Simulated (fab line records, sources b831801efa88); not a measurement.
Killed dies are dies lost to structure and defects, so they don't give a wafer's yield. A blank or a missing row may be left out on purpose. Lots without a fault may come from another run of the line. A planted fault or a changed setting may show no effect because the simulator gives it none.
Which tool did it? | flow gf180mcu | 14 lots, 42 wafers sampled, at 6 steps of a route of 602

WHAT THE GAUGES READ, wafer by wafer
GF_MVPSD_TW_MEAS_11. Usual: MVPSD_TW 553.3, standard deviation 3.
lot  | measured     | on            | MVPSD_TW                            | flag
L997 | day 4 22:35  | film_metro-03 | 555.7 556.9 555.8                   |
L998 | day 5 10:58  | film_metro-02 | 552.3 550.6 550.2                   |
L999 | day 5 13:53  | film_metro-02 | 550.9 550.4 554.1                   |
L100 | day 5 22:38  | film_metro-02 | 549.7 553.0 551.2                   |
L101 | day 6 01:32  | film_metro-03 | 556.7 555.7 552.2                   |
L102 | day 6 06:17  | film_metro-01 | 553.3 556.9 555.8                   |
L103 | day 6 14:53  | film_metro-01 | 552.3 551.3 551.4                   |
L106 | day 7 07:47  | film_metro-02 | 550.7 551.3 551.8                   |
L108 | day 7 16:37  | film_metro-03 | 552.9 553.5 553.5                   |
L110 | day 8 06:29  | film_metro-03 | 551.0 553.2 551.0                   |
L113 | day 9 00:58  | film_metro-03 | 584.0 588.0 584.4 584.6 586.3 584.3 | OFF
L114 | day 9 06:08  | film_metro-03 | 581.4 583.8 583.4 585.7 584.7 587.2 | OFF
L115 | day 9 17:32  | film_metro-01 | 583.7 584.5 584.9 584.1 580.4 582.5 | OFF
L120 | day 10 20:53 | film_metro-03 | 549.2 552.7 553.0                   |

GF_VT_IMPLANT_RS_MEAS_49: measures by four-point-probe. Usual: MVPSD_RS 1169.1 ohm/sq, standard deviation 2.2.
lot  | measured     | on            | MVPSD_RS (ohm/sq)                         | flag
L997 | day 7 10:58  | film_metro-02 | 1168.2 1173.4 1168.8                      |
L998 | day 8 01:00  | film_metro-02 | 1171.1 1167.7 1168.8                      |
L999 | day 8 05:04  | film_metro-03 | 1169.4 1168.5 1170.6                      |
L100 | day 8 13:11  | film_metro-03 | 1169.6 1168.3 1166.3                      |
L101 | day 8 17:22  | film_metro-01 | 1172.8 1171.4 1173.0                      |
L102 | day 8 22:11  | film_metro-02 | 1171.2 1167.4 1171.5                      |
L103 | day 9 06:41  | film_metro-03 | 1170.4 1172.5 1168.2                      |
L106 | day 10 01:55 | film_metro-01 | 1162.8 1164.5 1169.1                      |
L108 | day 10 13:56 | film_metro-01 | 1169.6 1169.2 1170.0                      |
L110 | day 11 03:56 | film_metro-01 | 1169.3 1170.5 1166.4                      |
L113 | day 12 01:37 | film_metro-01 | 1005.7 1003.7 1003.2 1005.6 1004.0 1004.4 | OFF
L114 | day 12 08:12 | film_metro-01 | 1004.2 1004.7 1006.3 1006.6 1005.0 1004.4 | OFF
L115 | day 12 21:19 | film_metro-03 | 1005.2 1005.1 1004.9 1004.4 1007.1 1003.4 | OFF
L120 | day 14 03:56 | film_metro-03 | 1173.5 1175.1 1173.5                      |

GF_V1_BOW_MEAS_05. Usual: V1_BOW 81 um, standard deviation 7.
lot  | measured     | on            | V1_BOW (um) | flag
L997 | day 16 23:17 | film_metro-04 | 84 86 89    |
L998 | day 18 01:59 | film_metro-04 | 97 74 89    |
L999 | day 18 00:25 | film_metro-01 | 77 69 69    |
L100 | day 18 10:25 | film_metro-02 | 71 78 87    |
L101 | day 18 20:41 | film_metro-04 | 81 89 88    |
L102 | day 19 00:34 | film_metro-04 | 75 79 92    |
L103 | day 19 06:43 | film_metro-04 | 83 83 80    |
L106 | day 20 13:02 | film_metro-02 | 89 88 83    |
L108 | day 21 07:35 | film_metro-02 | 80 83 76    |
L110 | day 22 00:32 | film_metro-01 | 89 80 75    |
L120 | day 25 06:56 | film_metro-01 | 89 77 75    |

GF_M4_THK_MEAS_06: measures by xrf. Usual: M4_ALCU_THK 447 nm, standard deviation 5.3.
lot  | measured     | on            | M4_ALCU_THK (nm) | flag
L997 | day 22 06:08 | film_metro-04 | 452 453 454      |
L998 | day 23 08:58 | film_metro-04 | 454 457 452      |
L999 | day 23 07:04 | film_metro-04 | 449 450 452      |
L100 | day 23 16:47 | film_metro-02 | 441 442 439      |
L101 | day 24 01:53 | film_metro-04 | 448 450 455      |
L102 | day 24 04:15 | film_metro-02 | 445 443 453      |
L103 | day 24 11:22 | film_metro-04 | 449 446 451      |
L106 | day 25 14:34 | film_metro-03 | 455 454 447      |
L108 | day 26 08:13 | film_metro-02 | 445 447 447      |
L110 | day 26 22:05 | film_metro-04 | 447 450 442      |
L120 | day 29 18:09 | film_metro-04 | 449 449 449      |

WHICH TOOL RAN EACH LOT (tool, then ch and the chambers of the sampled wafers, then the start)
lot  | GF_MVPSD_IMPLANT_09             | GF_V2_STRIP_18
L997 | implanter-02 ch 0, day 4 22:20  | plasma_asher-01 ch 0,1, day 20 01:58
L998 | implanter-02 ch 0, day 5 10:45  | plasma_asher-02 ch 0,1, day 21 05:07
L999 | implanter-04 ch 0, day 5 13:38  | plasma_asher-02 ch 0,1, day 21 04:23
L100 | implanter-01 ch 0, day 5 22:25  | plasma_asher-01 ch 0,1, day 21 13:41
L101 | implanter-04 ch 0, day 6 01:17  | plasma_asher-03 ch 0,1, day 22 00:01
L102 | implanter-04 ch 0, day 6 06:02  | plasma_asher-02 ch 0,1, day 22 02:05
L103 | implanter-01 ch 0, day 6 14:38  | plasma_asher-03 ch 0,1, day 22 09:01
L106 | implanter-04 ch 0, day 7 07:32  | plasma_asher-03 ch 0,1, day 23 13:53
L108 | implanter-02 ch 0, day 7 16:23  | plasma_asher-01 ch 0,1, day 24 08:43
L110 | implanter-01 ch 0, day 8 06:16  | plasma_asher-01 ch 0, day 24 23:14
L113 | implanter-01 ch 0, day 9 00:21  | -
L114 | implanter-04 ch 0, day 9 05:35  | -
L115 | implanter-04 ch 0, day 9 16:53  | -
L120 | implanter-01 ch 0, day 10 20:40 | plasma_asher-03 ch 0,1, day 27 23:41
- GF_MVPSD_IMPLANT_09
- GF_V2_STRIP_18: strips in O2/N2.

WHAT THE TOOLS THEMSELVES READ (means of the sampled wafers that have a number; where no wafer has one, the mark that the record gives instead)
GF_V2_STRIP_18. Usual: drypump_motor_current_A 5.4 A, standard deviation 0.3; heater_power_w 354 W, standard deviation 54; oes_product_au 0.592 a.u., standard deviation 0.0052; platen_temp_c 249.97 C, standard deviation 0.16.
lot  | tool            | drypump_motor_current_A (A) | heater_power_w (W) | oes_product_au (a.u.) | platen_temp_c (C) | flag
L997 | plasma_asher-01 | 5.7                         | 386                | 0.597                 | 249.90            |
L998 | plasma_asher-02 | 5.5                         | 372                | 0.591                 | 250.01            |
L999 | plasma_asher-02 | 5.5                         | 351                | 0.595                 | 249.89            |
L100 | plasma_asher-01 | 5.7                         | 391                | 0.593                 | 250.10            |
L101 | plasma_asher-03 | 5.0                         | 343                | 0.592                 | 250.06            |
L102 | plasma_asher-02 | 5.6                         | 378                | 0.593                 | 249.99            |
L103 | plasma_asher-03 | 5.0                         | 338                | 0.590                 | 249.94            |
L106 | plasma_asher-03 | 5.0                         | 335                | 0.589                 | 250.01            |
L108 | plasma_asher-01 | 5.7                         | 382                | 0.592                 | 250.08            |
L110 | plasma_asher-01 | 5.7                         | 438                | 0.590                 | 250.06            |
L120 | plasma_asher-03 | 5.0                         | 346                | 0.588                 | 249.91            |

THE ANSWER, worked out from the rows above alone
Rule: a lot is off if the mean of its wafers that have a number lies more than 3 standard deviations from the usual mean. A lot without any number at a reading at which 4 lots or more have one is off too. The other lots that the step has rows for count as sound. The gauges are gone through in route order, then the tools' own readings, and for those a lot's mean is taken as printed above. The first step at which some lot is off is used, and at that step the reading that is off furthest; a lot without a number counts as furthest.
Off: L113, L114, L115, at GF_MVPSD_TW_MEAS_11 (MVPSD_TW).
A tool fits if, at a process step before that reading, it ran every lot that is off, and no sound lot after the first of them. The gauges at GF_MVPSD_TW_MEAS_11 are tried like those tools. None of those tried fits.

WHAT THE SIMULATOR HAD PUT IN
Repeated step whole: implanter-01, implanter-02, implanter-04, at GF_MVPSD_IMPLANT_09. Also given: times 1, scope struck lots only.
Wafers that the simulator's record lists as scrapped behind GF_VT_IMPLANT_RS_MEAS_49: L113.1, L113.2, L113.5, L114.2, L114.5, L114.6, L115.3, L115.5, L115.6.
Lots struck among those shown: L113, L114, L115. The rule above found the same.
